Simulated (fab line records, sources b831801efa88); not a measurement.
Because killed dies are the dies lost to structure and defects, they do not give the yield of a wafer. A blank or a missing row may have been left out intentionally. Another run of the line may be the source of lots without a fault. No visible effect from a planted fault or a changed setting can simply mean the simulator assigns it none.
fab line records | flow sky130
record lots=5 wafers=15 last-day=49
route steps=708 shown RES_PROTECT@211 POLY_GATE@213 LDD_N@237
lots that met no fault: from a run of the same line without faults
start-h: the number of hours between the record's first day and the start of the first shown wafer of the lot | wait-h: how many hours have passed since the lot's step before this one | " as in the row above | L1.1+2: a single row standing in for several wafers | - either no value or no given start | * or withheld: withheld | < > ~ a bound
route shown NAME@n: a module of which the file shows steps, and the number in the route of the first | usual: mean/standard deviation of fault-free wafers | same: alike in all rows | chamber/n: place in a boat | sites: the reading at each site | _std_site: standard deviation of those values | _edge_site: outer sites' mean less inner sites' | radius-mm: for every site, how far away it sits from the centre of the wafer | mask NAME#n: copy n | behind: the last tool/chamber to shape the wafer | hold: why the lot went on hold/how many hours it stayed there/how the hold came to an end | device: whichever transistor did not switch (one of n, p or np) | end of line: the tests these same wafers got at the end of their route | a step given without rows: its recipe and nothing more | killed: dies lost to structure and defects at the first sort, not the wafer's yield | map: shows each die of a wafer: x if killed, . if not, _ if none is there
set.NAME: the setting as run; set.NAME@STEP: as run at that earlier step | model.NAME: the simulator's own value behind a step, which no gauge read
lots seen at some steps along the route; tables by step, rows by wafer
services: when a tool's chamber went out of use (start-h, in hours from the record's first day, below 0 if earlier), for how many hours, and the reason
## steps
# step SKY_RES_PROTECT_PEB_05
# recipe temp-c=withheld time-s=* resist=NOVOLAK
# columns lot.wafer tool chamber start-h wait-h
L075.1+2+4 litho-track-02 0 - -
L077.1+3+4 litho-track-02 0 - -
L082.2+3+6 litho-track-01 0 - -
L084.1+4+6 litho-track-01 0 - -
L092.1+2+4 litho-track-01 0 - -
# step SKY_RES_PROTECT_DEVELOP_06
# recipe resist=NOVOLAK developer=TMAH develop-time-s=60 dev-temp-c=23
# columns lot.wafer tool chamber start-h wait-h
L075.1+2+4 litho-track-02 0 360.65 0.1
L077.1+3+4 litho-track-02 0 369.70 0.1
L082.2+3+6 litho-track-01 0 407.74 0.1
L084.1+4+6 litho-track-01 0 451.01 0.1
L092.1+2+4 litho-track-01 0 491.51 0.1
# step SKY_POLY_GATE_IMPLANT_02
# recipe species=P energy-kev=30 dose-cm2=7.7e+15 tilt-deg=0
# columns lot.wafer tool chamber start-h wait-h
L075.1+2+4 implanter-03 0 360.80 0.1
L077.1+3+4 implanter-02 0 369.85 0.1
L082.2+3+6 implanter-04 0 407.89 0.1
L084.1+4+6 implanter-02 0 451.16 0.1
L092.1+2+4 implanter-04 0 491.66 0.1
# step SKY_RES_PROTECT_STRIP_07
# recipe chemistry=O2/N2 power-w=1400 pressure-mtorr=1500 platen-temp-c=withheld o2-flow-sccm=3000 n2-flow-sccm=300 overash-fraction=0.5
# usual chamber-pressure-mTorr=1500.0/1.4 drypump-motor-current-A=5.8/0.34 oes-product-au=0.518/0.0047 strip-time-to-endpoint-s=23.30/0.039
# columns lot.wafer tool chamber start-h wait-h chamber-pressure-mTorr drypump-motor-current-A oes-product-au rf-hours-counter-h strip-time-to-endpoint-s
L075.1 plasma-asher-01 1 360.95 0.1 1500.1 5.4 0.517 67 23.28
L075.2 " 0 " " 1499.4 5.5 0.517 67 23.26
L075.4 " 0 " " 1499.3 5.5 0.520 - 23.30
L077.1 plasma-asher-01 0 370.00 0.1 1498.3 5.5 0.520 68 23.29
L077.3 " 0 " " 1500.1 5.5 0.510 - 23.31
L077.4 " 1 " " 1499.1 5.4 0.516 - 23.26
L082.2 plasma-asher-04 0 408.01 0.1 1500.3 5.8 0.521 57 23.34
L082.3 " 1 " " 1500.4 6.3 0.523 - 23.33
L082.6 " 0 " " 1501.8 5.8 0.519 - 23.31
L084.1 plasma-asher-01 1 451.31 0.1 1499.3 5.4 0.512 2 23.33
L084.4 " 1 " " 1498.2 5.4 0.514 - 23.27
L084.6 " 1 " " 1500.7 5.4 0.522 - 23.29
L092.1 plasma-asher-04 1 491.81 0.1 1499.4 6.4 0.515 66 23.29
L092.2 " 0 " " 1498.3 5.8 0.518 66 23.36
L092.4 " 0 " " 1503.2 5.8 0.515 - 23.35
# step SKY_RES_PROTECT_TW_MEAS_08
# usual POLY_GATE_TW=4050/23
# columns lot.wafer tool chamber start-h wait-h POLY_GATE_TW
L075.1 film-metro-04 - 361.05 0.1 4066
L075.2 " - " " 4047
L075.4 " - " " 4060
L077.1 film-metro-04 - 370.12 0.1 4054
L077.3 " - " " 4056
L077.4 " - " " 4055
L082.2 film-metro-01 - 408.12 0.1 4072
L082.3 " - " " 4067
L082.6 " - " " 4078
L084.1 film-metro-01 - 451.41 0.1 4059
L084.4 " - " " 4079
L084.6 " - " " 4090
L092.1 film-metro-03 - 491.91 0.1 4027
L092.2 " - " " 4022
L092.4 " - " " 4035
# step SKY_RES_PROTECT_CLEAN_09
# recipe chemistry=SC1/SC2 mix=1:4:20 temp-c=70 time-s=150 dry=n2-spin
# usual bath-heat-duty-pct=13.0/2
# columns lot.wafer tool chamber start-h wait-h bath-heat-duty-pct
L075.1 wet-bench-02 3 361.11 0.1 11.6
L075.2 " 3 " " 11.4
L075.4 " 3 " " 12.3
L077.1 wet-bench-01 3 370.18 0.1 14.6
L077.3 " 3 " " 13.4
L077.4 " 3 " " 14.6
L082.2 wet-bench-01 2 408.17 0.0 10.2
L082.3 " 2 " " 9.8
L082.6 " 2 " " 9.3
L084.1 wet-bench-03 3 451.47 0.1 13.1
L084.4 " 3 " " 13.6
L084.6 " 3 " " 13.8
L092.1 wet-bench-01 1 491.97 0.1 12.8
L092.2 " 1 " " 12.9
L092.4 " 1 " " 13.5
# step SKY_POLY_GATE_CVD_03
# recipe material=Si3N4 precursor=DCS/NH3 target-thk-nm=75 temp-c=770 time-s=1290 pressure-mtorr=250
# usual spike-tc-centre-C=770.3/0.97 zone-power-upper-pct=13.3/0.66
# columns lot.wafer tool chamber start-h wait-h spike-tc-centre-C zone-power-upper-pct
L075.1 lpcvd-02 0 361.82 0.7 770.9 12.7
L075.2 " 0 " " 770.4 12.7
L075.4 " 0 " " 772.0 12.9
L077.1 lpcvd-02 1 370.23 0.0 771.8 14.2
L077.3 " 1 " " 771.3 14.2
L077.4 " 1 " " 769.5 13.8
L082.2 lpcvd-02 0 410.07 1.8 770.5 12.8
L082.3 " 0 " " 770.4 12.8
L082.6 " 0 " " 770.9 12.7
L084.1 lpcvd-02 0 451.52 0.0 769.3 12.8
L084.4 " 0 " " 769.3 12.8
L084.6 " 0 " " 771.2 12.5
L092.1 lpcvd-02 1 492.02 0.0 771.8 13.9
L092.2 " 1 " " 769.3 14.2
L092.4 " 1 " " 769.8 14.1
# step SKY_POLY_GATE_THK_MEAS_04
# recipe reads=Si3N4_of_POLY_GATE_CVD_03
# usual POLY_GATE_CVD_03_THK=74.8/0.77
# columns lot.wafer tool chamber start-h wait-h POLY_GATE_CVD_03_THK[nm]
L075.1 film-metro-03 - 363.18 0.0 73.9
L075.2 " - " " 74.0
L075.4 " - " " 73.7
L077.1 film-metro-01 - 371.59 0.0 75.7
L077.3 " - " " 76.0
L077.4 " - " " 76.0
L082.2 film-metro-01 - 411.43 0.0 73.8
L082.3 " - " " 73.3
L082.6 " - " " 73.0
L084.1 film-metro-03 - 452.88 0.0 74.6
L084.4 " - " " 74.7
L084.6 " - " " 74.1
L092.1 film-metro-02 - 493.38 0.0 74.8
L092.2 " - " " 75.3
L092.4 " - " " 74.7
# step SKY_POLY_GATE_DEHYDRATE_05
# recipe temp-c=200 time-s=60
# columns lot.wafer tool chamber start-h wait-h
L075.1+2+4 litho-track-01 0 376.26 13.1
L077.1+3+4 litho-track-03 0 385.48 13.9
L082.2+3+6 litho-track-03 0 425.85 14.4
L084.1+4+6 litho-track-01 0 467.11 14.2
L092.1+2+4 litho-track-01 0 508.26 14.9
# step SKY_POLY_GATE_HMDS_06
# recipe prime-time-s=60 prime-temp-c=120
# columns lot.wafer tool chamber start-h wait-h
L075.1+2+4 litho-track-01 0 376.41 0.1
L077.1+3+4 litho-track-03 0 385.63 0.1
L082.2+3+6 litho-track-03 0 426.00 0.1
L084.1+4+6 litho-track-01 0 467.26 0.1
L092.1+2+4 litho-track-01 0 508.41 0.1
# step SKY_POLY_GATE_COAT_07
# recipe resist=BARC temp-c=withheld time-s=withheld spin-rpm=3000 resist-thk-nm=110
# usual dispense-pressure-kPa=53.3/2.2
# columns lot.wafer tool chamber start-h wait-h dispense-pressure-kPa
L075.1 litho-track-01 0 376.56 0.1 51.9
L075.2 " 0 " " 51.8
L075.4 " 0 " " 51.9
L077.1 litho-track-03 0 385.78 0.1 57.1
L077.3 " 0 " " 57.1
L077.4 " 0 " " 57.1
L082.2 litho-track-03 0 426.15 0.1 57.2
L082.3 " 0 " " 57.2
L082.6 " 0 " " 57.2
L084.1 litho-track-01 0 467.41 0.1 51.9
L084.4 " 0 " " 51.9
L084.6 " 0 " " 51.9
L092.1 litho-track-01 0 508.56 0.1 51.9
L092.2 " 0 " " 51.9
L092.4 " 0 " " 51.9
# step SKY_POLY_GATE_COAT_08
# recipe resist=KrF-thick spin-rpm=3000 resist-thk-nm=450
# usual dispense-pressure-kPa=53.2/2.3
# columns lot.wafer tool chamber start-h wait-h dispense-pressure-kPa
L075.1 litho-track-01 0 - - 51.8
L075.2 " 0 " " 51.9
L075.4 " 0 " " 51.9
L077.1 litho-track-03 0 - - 57.2
L077.3 " 0 " " 57.2
L077.4 " 0 " " 57.2
L082.2 litho-track-03 0 - - 57.2
L082.3 " 0 " " 57.2
L082.6 " 0 " " 57.2
L084.1 litho-track-01 0 - - 51.8
L084.4 " 0 " " 51.8
L084.6 " 0 " " 51.8
L092.1 litho-track-01 0 - - 51.8
L092.2 " 0 " " 51.8
L092.4 " 0 " " 51.8
# step SKY_POLY_GATE_SOFTBAKE_09
# recipe temp-c=100 time-s=90 resist=KrF-thick
# columns lot.wafer tool chamber start-h wait-h
L075.1+2+4 litho-track-01 0 - -
L077.1+3+4 litho-track-03 0 - -
L082.2+3+6 litho-track-03 0 - -
L084.1+4+6 litho-track-01 0 - -
L092.1+2+4 litho-track-01 0 - -
# step SKY_POLY_GATE_EXPOSE_10
# recipe mask-id=P1M na=0.68 source-shape=conventional sigma-outer=0.6 target-cd-nm=150 dose-mj=28
# same sigma-outer=0.6
# columns lot.wafer tool chamber start-h wait-h mask
L075.1+2+4 krf-scanner-01 0 - - P1M#0
L077.1+3+4 krf-scanner-02 0 - - P1M#0
L082.2+3+6 krf-scanner-02 0 - - P1M#0
L084.1+4+6 krf-scanner-02 0 - - P1M#0
L092.1+2+4 krf-scanner-01 0 - - P1M#0
# step SKY_POLY_GATE_PEB_11
# recipe peb-temp-c=withheld peb-time-s=withheld resist=KrF-thick
# columns lot.wafer tool chamber start-h wait-h
L075.1+2+4 litho-track-01 0 - -
L077.1+3+4 litho-track-02 0 - -
L082.2+3+6 litho-track-03 0 - -
L084.1+4+6 litho-track-01 0 - -
L092.1+2+4 litho-track-01 0 - -
# step SKY_POLY_GATE_DEVELOP_12
# recipe develop-time-s=60 resist=KrF-thick dev-temp-c=21
# columns lot.wafer tool chamber start-h wait-h
L075.1+2+4 litho-track-01 0 - -
L077.1+3+4 litho-track-02 0 - -
L082.2+3+6 litho-track-03 0 - -
L084.1+4+6 litho-track-01 0 - -
L092.1+2+4 litho-track-01 0 - -
# step SKY_POLY_GATE_CD_MEAS_13
# recipe target-cd-nm=150
# usual cd-nm=149.6/1.4
# columns lot.wafer tool chamber start-h wait-h cd-nm
L075.1 cd-sem-02 - 392.16 - 151.7
L075.2 " - " " 152.0
L075.4 " - " " 151.1
L077.1 cd-sem-01 - 401.00 - 151.8
L077.3 " - " " 150.8
L077.4 " - " " 151.6
L082.2 cd-sem-02 - 441.55 - 150.9
L082.3 " - " " 151.8
L082.6 " - " " 151.7
L084.1 cd-sem-01 - 483.66 - 148.9
L084.4 " - " " 148.6
L084.6 " - " " 147.5
L092.1 cd-sem-02 - 524.26 - 150.1
L092.2 " - " " 151.2
L092.4 " - " " 150.9
# step SKY_POLY_GATE_OVL_MEAS_14
# usual POLY_GATE_OVL=2/5.9
# columns lot.wafer tool chamber start-h wait-h POLY_GATE_OVL[nm]
L075.1 overlay-01 - 392.28 0.1 3
L075.2 " - " " 3
L075.4 " - " " -2
L077.1 overlay-02 - 401.12 0.1 -3
L077.3 " - " " 8
L077.4 " - " " 3
L082.2 overlay-01 - 441.65 0.1 7
L082.3 " - " " 1
L082.6 " - " " -5
L084.1 overlay-01 - 483.78 0.1 -7
L084.4 " - " " 4
L084.6 " - " " -6
L092.1 overlay-01 - 524.38 0.1 -12
L092.2 " - " " -6
L092.4 " - " " 5
# step SKY_POLY_GATE_ETCH_15
# recipe chemistry=N2/H2 target=BARC ion-energy-ev=200 source-w=500 bias-w=100 pressure-mtorr=30 n2-flow-sccm=100 h2-flow-sccm=200 stop-on=SiO2 time-s=118.5 target-depth-a=1100
# usual chamber-pressure-mTorr=29.996/0.029 drypump-motor-current-A=6.0/0.34 oes-product-au=0.716/0.0043 rf-fwd-power-W=497.7/1.8 throttle-valve-pct=13.213/0.0097
# columns lot.wafer tool chamber start-h wait-h chamber-pressure-mTorr drypump-motor-current-A oes-product-au rf-fwd-power-W rf-hours-counter-h throttle-valve-pct
L075.1 rie-diel-03 3 392.32 0.0 30.013 6.2 0.719 499.5 72 13.201
L075.2 " 1 " " 29.958 6.0 0.712 496.5 1 13.214
L075.4 " 0 " " 30.033 5.5 0.717 498.0 84 13.225
L077.1 rie-diel-03 1 401.15 0.0 29.997 5.9 0.715 495.5 1 13.207
L077.3 " 3 " " 29.960 6.2 0.719 497.5 72 13.206
L077.4 " 2 " " 29.960 5.7 0.710 496.3 94 13.225
L082.2 rie-diel-03 1 441.68 0.0 29.971 6.0 0.718 496.7 2 13.217
L082.3 " 0 " " 30.027 5.5 0.716 498.2 85 13.221
L082.6 " 0 " " 29.977 5.6 0.718 498.7 - 13.198
L084.1 rie-diel-01 2 483.82 0.0 30.056 6.5 0.722 498.0 16 13.208
L084.4 " 3 " " 30.016 5.9 0.721 501.4 3 13.206
L084.6 " 3 " " 29.959 5.8 0.718 498.4 - 13.212
L092.1 rie-diel-03 1 524.42 0.0 29.929 6.0 0.712 499.1 4 13.221
L092.2 " 2 " " 29.943 5.8 0.722 495.3 0 13.220
L092.4 " 3 " " 29.998 6.2 0.716 496.8 - 13.206
# step SKY_POLY_GATE_ETCH_16
# recipe stop-on=poly-Si chemistry=CH3F/O2 target=Si3N4 source-w=400 bias-w=80 pressure-mtorr=25 ch3f-flow-sccm=40 O2_flow_sccm=30 time-s=147.5 target-depth-a=750
# usual chamber-pressure-mTorr=24.998/0.022 drypump-motor-current-A=6.0/0.34 oes-product-au=0.639/0.0053 rf-fwd-power-W=398.3/1.3 throttle-valve-pct=10.534/0.0089
# columns lot.wafer tool chamber start-h wait-h chamber-pressure-mTorr drypump-motor-current-A oes-product-au rf-fwd-power-W rf-hours-counter-h throttle-valve-pct
L075.1 rie-diel-03 3 392.40 0.0 25.010 6.2 0.640 401.1 72 10.533
L075.2 " 1 " " 25.013 6.0 0.640 396.9 1 10.527
L075.4 " 0 " " 24.993 5.5 0.634 399.2 84 10.540
L077.1 rie-diel-03 1 401.24 0.0 25.013 6.0 0.638 397.6 1 10.542
L077.3 " 3 " " 25.032 6.2 0.648 396.8 72 10.544
L077.4 " 2 " " 24.988 5.8 0.641 398.8 94 10.535
L082.2 rie-diel-03 1 441.77 0.0 24.968 6.0 0.629 397.5 2 10.535
L082.3 " 0 " " 25.035 5.5 0.634 397.2 85 10.552
L082.6 " 0 " " 24.980 5.5 0.633 398.1 - 10.532
L084.1 rie-diel-01 2 483.90 0.0 24.993 6.5 0.630 397.4 16 10.537
L084.4 " 3 " " 24.988 5.7 0.635 399.6 4 10.552
L084.6 " 3 " " 24.988 5.8 0.636 399.4 - 10.529
L092.1 rie-diel-03 1 524.50 0.0 24.958 6.0 0.634 397.9 4 10.523
L092.2 " 2 " " 25.009 5.7 0.643 397.2 0 10.539
L092.4 " 3 " " 24.998 6.2 0.633 399.3 - 10.534
# step SKY_POLY_GATE_ETCH_17
# recipe target-depth-nm=180 stop-on=SiO2 over-etch-frac=0.56667 chemistry=HBr/Cl2 target=poly-Si icp-w=400 bias-w=100 pressure-mtorr=10 HBr_flow_sccm=150 Cl2_flow_sccm=50 time-s=70.5
# usual chamber-pressure-mTorr=9.999/0.009 drypump-motor-current-A=5.6/0.37 mfc-cl2-sccm=50.03/0.15 oes-product-au=0.983/0.0073 rf-fwd-power-W=396.9/1.4 throttle-valve-pct=33.683/0.0096
# columns lot.wafer tool chamber start-h wait-h chamber-pressure-mTorr drypump-motor-current-A mfc-cl2-sccm oes-product-au rf-fwd-power-W rf-hours-counter-h throttle-valve-pct
L075.1 rie-si-02 0 392.50 0.0 9.999 5.5 50.13 0.975 397.8 4 33.669
L075.2 " 1 " " 10.016 5.7 50.08 0.980 397.0 2 33.698
L075.4 " 2 " " 10.003 5.7 50.25 0.975 395.8 0 33.694
L077.1 rie-si-01 0 401.33 0.0 9.993 5.0 50.19 0.988 399.0 3 33.675
L077.3 " 2 " " 10.008 6.4 50.25 0.985 399.1 2 33.690
L077.4 " 1 " " 10.006 5.4 50.21 0.977 397.8 - 33.683
L082.2 rie-si-01 2 441.87 0.0 10.004 6.4 49.99 0.982 399.0 3 33.694
L082.3 " 3 " " 10.002 5.5 50.07 0.991 393.3 0 33.685
L082.6 " 1 " " 10.001 5.4 50.29 0.986 397.6 - 33.684
L084.1 rie-si-02 0 484.00 0.0 10.000 5.4 50.01 0.978 398.1 4 33.681
L084.4 " 3 " " 9.992 5.7 50.10 0.981 397.5 3 33.683
L084.6 " 0 " " 10.009 5.4 50.00 0.972 396.0 - 33.691
L092.1 rie-si-02 1 524.60 0.0 9.997 5.7 50.15 0.986 396.9 3 33.683
L092.2 " 3 " " 9.998 5.7 50.03 0.984 396.3 3 33.680
L092.4 " 0 " " 10.001 5.4 49.83 0.983 397.9 4 33.697
# step SKY_POLY_GATE_STRIP_18
# recipe chemistry=O2/N2 power-w=1400 pressure-mtorr=1500 platen-temp-c=withheld o2-flow-sccm=3000 n2-flow-sccm=300 overash-fraction=0.5
# usual chamber-pressure-mTorr=1500.0/1.3 drypump-motor-current-A=5.7/0.32 oes-product-au=0.362/0.005 strip-time-to-endpoint-s=3.19/0.033
# columns lot.wafer tool chamber start-h wait-h chamber-pressure-mTorr drypump-motor-current-A oes-product-au rf-hours-counter-h strip-time-to-endpoint-s
L075.1 plasma-asher-01 0 392.55 0.0 1498.5 5.5 0.365 70 3.17
L075.2 " 1 " " 1502.6 5.4 0.357 70 3.26
L075.4 " 1 " " 1499.9 5.4 0.373 - 3.23
L077.1 plasma-asher-03 1 401.39 0.0 1500.1 5.8 0.366 27 3.23
L077.3 " 0 " " 1499.9 5.8 0.357 - 3.17
L077.4 " 1 " " 1499.9 5.8 0.359 - 3.24
L082.2 plasma-asher-01 1 441.92 0.0 1501.3 5.4 0.365 1 3.23
L082.3 " 1 " " 1500.5 5.4 0.364 - 3.22
L082.6 " 1 " " 1499.7 5.4 0.359 - 3.22
L084.1 plasma-asher-01 1 484.05 0.0 1501.5 5.4 0.360 7 3.20
L084.4 " 0 " " 1499.5 5.5 0.359 - 3.14
L084.6 " 1 " " 1498.0 5.4 0.361 - 3.13
L092.1 plasma-asher-01 0 524.65 0.0 1502.6 5.5 0.364 11 3.20
L092.2 " 1 " " 1498.7 5.4 0.371 11 3.20
L092.4 " 1 " " 1501.5 5.4 0.362 - 3.13
# step SKY_POLY_GATE_CLEAN_19
# recipe chemistry=SC1/SC2 mix=1:4:20 temp-c=70 time-s=150 dry=n2-spin
# usual bath-heat-duty-pct=13.6/1.6
# columns lot.wafer tool chamber start-h wait-h bath-heat-duty-pct
L075.1 wet-bench-01 3 392.65 0.1 13.4
L075.2 " 3 " " 13.4
L075.4 " 3 " " 12.5
L077.1 wet-bench-04 2 401.49 0.1 14.1
L077.3 " 2 " " 14.9
L077.4 " 2 " " 16.0
L082.2 wet-bench-03 3 442.02 0.1 13.0
L082.3 " 3 " " 12.6
L082.6 " 3 " " 14.9
L084.1 wet-bench-01 3 484.15 0.1 12.2
L084.4 " 3 " " 14.7
L084.6 " 3 " " 15.2
L092.1 wet-bench-01 0 524.75 0.1 15.5
L092.2 " 0 " " 15.9
L092.4 " 0 " " 14.9
# step SKY_POLY_GATE_OXIDATION_20
# recipe temp-c=850 ambient=O2 stabilise-s=600 purge-s=300 target-thk-a=40 ox-time-s=899
# usual spike-tc-centre-C=850.3/1 tube_center_temp_C_max=852.2/0.34 zone-power-upper-pct=14.1/0.47
# columns lot.wafer tool chamber start-h wait-h spike-tc-centre-C tube_center_temp_C_max zone-power-upper-pct
L075.1 furnace-01 0 394.54 1.8 847.9 852.0 14.4
L075.2 " 0 " " 850.8 852.0 14.5
L075.4 " 0 " " 850.4 852.2 14.5
L077.1 furnace-01 0 403.85 2.3 849.5 852.1 14.3
L077.3 " 0 " " 850.2 851.9 14.5
L077.4 " 0 " " 848.7 852.0 14.6
L082.2 furnace-02 0 442.44 0.4 851.8 852.2 13.5
L082.3 " 0 " " 849.1 852.1 13.6
L082.6 " 0 " " 848.5 852.5 13.4
L084.1 furnace-02 0 484.20 0.0 848.9 852.7 13.4
L084.4 " 0 " " 850.8 852.3 13.5
L084.6 " 0 " " 850.2 852.3 13.5
L092.1 furnace-01 0 524.96 0.2 850.7 852.7 14.4
L092.2 " 0 " " 849.4 851.9 14.6
L092.4 " 0 " " 851.3 852.3 14.3
# step SKY_POLY_GATE_THK_MEAS_21
# recipe reads=SiO2_of_POLY_GATE_OXIDATION_20
# usual POLY_GATE_OXIDATION_THK=4.02/0.1
# columns lot.wafer tool chamber start-h wait-h POLY_GATE_OXIDATION_THK[nm]
L075.1 film-metro-02 - 395.79 0.0 4.17
L075.2 " - " " 4.15
L075.4 " - " " 4.22
L077.1 film-metro-01 - 405.10 0.0 3.91
L077.3 " - " " 4.01
L077.4 " - " " 3.99
L082.2 film-metro-03 - 443.70 0.0 4.13
L082.3 " - " " 4.14
L082.6 " - " " 4.08
L084.1 film-metro-03 - 485.45 0.0 3.96
L084.4 " - " " 4.03
L084.6 " - " " 3.97
L092.1 film-metro-01 - 526.21 0.0 3.93
L092.2 " - " " 3.85
L092.4 " - " " 3.93
# step SKY_POLY_GATE_CD_MEAS_22
# usual cd-nm=150.0/2.4
# columns lot.wafer tool chamber start-h wait-h cd-nm
L075.1 cd-sem-01 - 395.85 0.1 152.0
L075.2 " - " " 151.1
L075.4 " - " " 152.3
L077.1 cd-sem-02 - 405.16 0.1 153.9
L077.3 " - " " 152.1
L077.4 " - " " 152.2
L082.2 cd-sem-02 - 443.78 0.1 153.7
L082.3 " - " " 149.1
L082.6 " - " " 149.8
L084.1 cd-sem-01 - 485.51 0.1 151.5
L084.4 " - " " 149.9
L084.6 " - " " 148.0
L092.1 cd-sem-01 - 526.27 0.1 151.7
L092.2 " - " " 151.3
L092.4 " - " " 151.9
# step SKY_LDD_N_DEHYDRATE_00
# recipe temp-c=200 time-s=60
# columns lot.wafer tool chamber start-h wait-h
L075.1+2+4 litho-track-04 0 409.78 13.9
L077.1+3+4 litho-track-03 0 419.73 14.5
L082.2+3+6 litho-track-04 0 459.25 15.4
L084.1+4+6 litho-track-01 0 500.06 14.5
L092.1+2+4 litho-track-01 0 540.46 14.2
# step SKY_LDD_N_HMDS_01
# recipe prime-time-s=60 prime-temp-c=120
# columns lot.wafer tool chamber start-h wait-h
L075.1+2+4 litho-track-04 0 409.93 0.1
L077.1+3+4 litho-track-03 0 419.88 0.1
L082.2+3+6 litho-track-04 0 459.40 0.1
L084.1+4+6 litho-track-01 0 500.21 0.1
L092.1+2+4 litho-track-01 0 540.61 0.1
# step SKY_LDD_N_COAT_02
# recipe resist=NOVOLAK spin-rpm=3000 resist-thk-nm=300
# usual dispense-pressure-kPa=52/3.1
# columns lot.wafer tool chamber start-h wait-h dispense-pressure-kPa
L075.1 litho-track-04 0 410.08 0.1 49
L075.2 " 0 " " 49
L075.4 " 0 " " 49
L077.1 litho-track-03 0 420.03 0.1 57
L077.3 " 0 " " 57
L077.4 " 0 " " 57
L082.2 litho-track-04 0 459.55 0.1 49
L082.3 " 0 " " 49
L082.6 " 0 " " 49
L084.1 litho-track-01 0 500.36 0.1 52
L084.4 " 0 " " 52
L084.6 " 0 " " 52
L092.1 litho-track-01 0 540.76 0.1 52
L092.2 " 0 " " 52
L092.4 " 0 " " 52
# step SKY_LDD_N_SOFTBAKE_03
# recipe temp-c=90 time-s=60 resist=NOVOLAK
# columns lot.wafer tool chamber start-h wait-h
L075.1+2+4 litho-track-04 0 410.23 0.1
L077.1+3+4 litho-track-03 0 420.18 0.1
L082.2+3+6 litho-track-04 0 459.70 0.1
L084.1+4+6 litho-track-01 0 500.51 0.1
L092.1+2+4 litho-track-01 0 540.91 0.1
# step SKY_LDD_N_EXPOSE_04
# recipe mask-id=NTM target-cd-nm=840 na=0.6 source-shape=conventional sigma-outer=0.6 dose-mj=110
# same sigma-outer=0.6
# columns lot.wafer tool chamber start-h wait-h mask
L075.1+2+4 iline-stepper-01 0 - - NTM#0
L077.1+3+4 iline-stepper-02 0 - - NTM#0
L082.2+3+6 iline-stepper-02 0 - - NTM#0
L084.1+4+6 iline-stepper-01 0 - - NTM#0
L092.1+2+4 iline-stepper-02 0 - - NTM#0
# step SKY_LDD_N_PEB_05
# recipe temp-c=withheld time-s=* resist=NOVOLAK
# columns lot.wafer tool chamber start-h wait-h
L075.1+2+4 litho-track-03 0 - -
L077.1+3+4 litho-track-04 0 - -
L082.2+3+6 litho-track-01 0 - -
L084.1+4+6 litho-track-04 0 - -
L092.1+2+4 litho-track-03 0 - -
# step SKY_LDD_N_DEVELOP_06
# recipe develop-time-s=60 dev-temp-c=23
# columns lot.wafer tool chamber start-h wait-h
L075.1+2+4 litho-track-03 0 425.38 0.1
L077.1+3+4 litho-track-04 0 435.43 0.1
L082.2+3+6 litho-track-01 0 474.49 0.1
L084.1+4+6 litho-track-04 0 516.18 0.1
L092.1+2+4 litho-track-03 0 555.93 0.1
# step SKY_LDD_N_OVL_MEAS_07
# usual LDD_N_OVL=-0.4/1.3
# columns lot.wafer tool chamber start-h wait-h LDD_N_OVL[nm]
L075.1 overlay-02 - 425.53 0.1 2.6
L075.2 " - " " 0.6
L075.4 " - " " -0.3
L077.1 overlay-02 - 435.58 0.1 -0.9
L077.3 " - " " 0.5
L077.4 " - " " -0.5
L082.2 overlay-02 - 474.62 0.1 -0.4
L082.3 " - " " -1.4
L082.6 " - " " 0.3
L084.1 overlay-02 - 516.33 0.1 -0.3
L084.4 " - " " -0.2
L084.6 " - " " -0.4
L092.1 overlay-02 - 556.08 0.1 0.9
L092.2 " - " " -1.4
L092.4 " - " " 2.1
# step SKY_LDD_N_IMPLANT_08
# recipe species=As energy-kev=20 dose-cm2=7.5e+13 tilt-deg=withheld rotation-deg=23
# usual rotation-deg=22.997/0.019
# columns lot.wafer tool chamber start-h wait-h rotation-deg
L075.1 implanter-03 0 425.56 0.0 22.977
L075.2 " 0 " " 22.992
L075.4 " 0 " " 22.978
L077.1 implanter-02 0 435.62 0.0 22.988
L077.3 " 0 " " 22.974
L077.4 " 0 " " 22.999
L082.2 implanter-01 0 474.67 0.0 23.005
L082.3 " 0 " " 22.982
L082.6 " 0 " " 22.978
L084.1 implanter-01 0 516.36 0.0 22.987
L084.4 " 0 " " 23.013
L084.6 " 0 " " 22.989
L092.1 implanter-01 0 556.11 0.0 22.998
L092.2 " 0 " " 23.027
L092.4 " 0 " " 22.963
# step SKY_LDD_N_IMPLANT_09
# recipe species=As energy-kev=20 dose-cm2=7.5e+13 tilt-deg=withheld rotation-deg=113
# usual rotation-deg=112.99/0.027
# columns lot.wafer tool chamber start-h wait-h rotation-deg
L075.1 implanter-03 0 425.71 0.1 112.94
L075.2 " 0 " " 113.05
L075.4 " 0 " " 112.98
L077.1 implanter-02 0 435.77 0.1 112.97
L077.3 " 0 " " 113.00
L077.4 " 0 " " 112.98
L082.2 implanter-01 0 474.82 0.1 113.01
L082.3 " 0 " " 113.01
L082.6 " 0 " " 113.02
L084.1 implanter-01 0 516.51 0.1 113.00
L084.4 " 0 " " 113.02
L084.6 " 0 " " 113.02
L092.1 implanter-01 0 556.26 0.1 112.98
L092.2 " 0 " " 113.05
L092.4 " 0 " " 113.03
# step SKY_LDD_N_IMPLANT_10
# recipe species=As energy-kev=20 dose-cm2=7.5e+13 tilt-deg=withheld rotation-deg=203
# usual rotation-deg=203.00/0.04
# columns lot.wafer tool chamber start-h wait-h rotation-deg
L075.1 implanter-03 0 425.86 0.1 203.03
L075.2 " 0 " " 203.04
L075.4 " 0 " " 203.00
L077.1 implanter-02 0 435.92 0.1 203.00
L077.3 " 0 " " 202.99
L077.4 " 0 " " 202.95
L082.2 implanter-01 0 474.97 0.1 202.98
L082.3 " 0 " " 203.03
L082.6 " 0 " " 202.97
L084.1 implanter-01 0 516.66 0.1 203.00
L084.4 " 0 " " 202.94
L084.6 " 0 " " 203.05
L092.1 implanter-01 0 556.41 0.1 202.96
L092.2 " 0 " " 202.99
L092.4 " 0 " " 203.03
## services
# columns tool chamber start-h hours kind
rie-diel-03 3 338.86 3.3 repair
lpcvd-02 - 340.77 14.6 pm
furnace-01 - 342.16 4.1 pm
krf-scanner-02 - 342.63 3.6 pm
implanter-01 - 346.55 9.8 repair
implanter-02 - 358.06 1.7 repair
krf-scanner-02 - 364.66 0.8 pm
krf-scanner-02 - 370.41 1.4 repair
rie-si-02 - 377.04 2.8 pm
rie-diel-03 - 403.54 4.5 repair
implanter-03 - 415.24 3.9 pm
plasma-asher-01 - 421.25 9.0 pm
iline-stepper-02 - 429.59 1.7 pm
rie-diel-03 3 441.25 1.9 repair
krf-scanner-02 - 442.99 1.0 pm
krf-scanner-02 - 443.99 1.3 pm
rie-si-02 0 451.53 7.3 repair
krf-scanner-02 - 469.47 4.3 repair
implanter-03 - 472.69 2.7 repair
krf-scanner-02 - 474.62 1.6 repair
krf-scanner-02 - 478.42 0.8 pm
furnace-01 - 507.46 3.2 pm
plasma-asher-01 - 510.22 9.9 repair
implanter-02 - 522.27 0.9 repair
## key
fault none
